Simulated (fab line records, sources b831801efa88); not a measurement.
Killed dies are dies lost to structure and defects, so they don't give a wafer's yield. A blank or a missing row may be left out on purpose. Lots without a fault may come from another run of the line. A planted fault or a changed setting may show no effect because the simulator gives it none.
One fault seen from 2 desks | flow sky130 | each desk has only its own numbers; what lay behind them comes last

THE TOOL OWNER'S DESK: lpcvd-01
The tool's own readings at SKY_POLY_GATE_CVD_00 (deposits poly-Si, target thk 180 nm, time 720 s): means of the sampled wafers that have a number, for each lot that ran on this tool. A lot is out of limits, marked OUT, if its mean lies more than 4 standard deviations from the usual mean; the brackets give that distance.
Columns: A = spike_tc_centre_C at SKY_POLY_GATE_CVD_00, usual 620.2 C; B = spike_tc_upper_C at SKY_POLY_GATE_CVD_00, usual 619.7 C; C = zone_power_centre_pct at SKY_POLY_GATE_CVD_00, usual 9.4 %; D = zone_power_lower_pct at SKY_POLY_GATE_CVD_00, usual 9.19 %; E = zone_power_upper_pct at SKY_POLY_GATE_CVD_00, usual 9.07 %
lot  | first seen here | A               | B                | C             | D               | E
L543 | day 13 16:35    | 620.4           | 621.3            | 8.8           | 9.56            | 9.10
L544 | day 14 06:20    | 621.6           | 620.7            | 8.9           | 9.54            | 9.14
L545 | day 14 18:43    | 619.8           | 619.9            | 9.7           | 8.98            | 9.04
L546 | day 15 02:56    | 622.0           | 619.7            | 8.9           | 9.49            | 9.09
L547 | day 15 07:42    | 618.8           | 620.3            | 9.6           | 8.98            | 9.07
L554 | day 17 23:14    | 592.9 (-25) OUT | 624.2 (+4.1) OUT | 4.4 (-12) OUT | 12.01 (+10) OUT | 11.48 (+27) OUT
L555 | day 18 08:58    | 593.6 (-24) OUT | 625.1 (+4.9) OUT | 4.4 (-13) OUT | 12.11 (+10) OUT | 11.57 (+28) OUT
L563 | day 21 05:20    | 621.6           | 620.7            | 8.8           | 9.62            | 9.03
L564 | day 21 13:47    | 620.1           | 619.8            | 9.6           | 8.97            | 9.15
L565 | day 21 16:21    | 619.6           | 619.5            | 9.6           | 8.97            | 8.91
L566 | day 22 03:35    | 619.0           | 619.0            | 9.7           | 9.02            | 9.07
This desk's finding: out of limits on L554, L555; first on L554, day 17 23:14 (spike_tc_centre_C at SKY_POLY_GATE_CVD_00). In limits: L543, L544, L545, L546, L547, L563, L564, L565, L566.

THE METROLOGY DESK
What the gauges read, lot by lot, whatever tool the lot ran on: means of the sampled wafers that have a number. A lot is out of limits, marked OUT, if its mean lies more than 4 standard deviations from the usual mean; the brackets give that distance.
Columns: A = POLY_GATE_CVD_00_THK at SKY_POLY_GATE_THK_MEAS_01, usual 180.1 nm; B = SD_N_TW at SKY_SD_N_TW_MEAS_12, usual 4013; C = RES_XHIGH_RS at SKY_SD_N_RS_MEAS_18, usual 332.8 ohm/sq
lot  | first seen here | A                | B    | C
L543 | day 13 17:48    | 180.1            | 4013 | 330.7
L544 | day 14 07:32    | 178.3            | 4025 | 332.9
L545 | day 14 19:57    | 179.4            | 4012 | 332.8
L546 | day 15 04:10    | 180.6            | 4021 | 334.0
L547 | day 15 08:55    | 178.4            | 4031 | 333.3
L554 | day 18 01:03    | 167.6 (-8.9) OUT | 3964 | 333.4
L555 | day 18 10:10    | 165.0 (-11) OUT  | 3993 | 333.1
L563 | day 21 06:33    | 181.9            | 4013 | 333.3
L564 | day 21 14:59    | 178.7            | 4040 | 332.5
L565 | day 21 17:34    | 181.8            | 4033 | 331.6
L566 | day 22 04:48    | 180.3            | 4021 | 332.1
This desk's finding: out of limits on L554, L555; first on L554, day 18 01:03 (POLY_GATE_CVD_00_THK at SKY_POLY_GATE_THK_MEAS_01). In limits: L543, L544, L545, L546, L547, L563, L564, L565, L566.

PUT TOGETHER
The tool owner's desk could have raised an alarm at day 17 23:14, on L554, L555.
The metrology desk could have raised an alarm at day 18 01:03, on L554, L555.
Of the lots named, all ran SKY_POLY_GATE_CVD_00 on lpcvd-01.

WHAT THE SIMULATOR HAD PUT IN
Process parameter drift: lpcvd-01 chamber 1, from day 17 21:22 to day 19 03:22, at SKY_POLY_GATE_CVD_00. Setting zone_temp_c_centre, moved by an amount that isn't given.
Lots struck among those shown: L554, L555.
Hours from the fault's start to each desk's first reading out of limits: the tool owner's desk, 2; the metrology desk, 4.
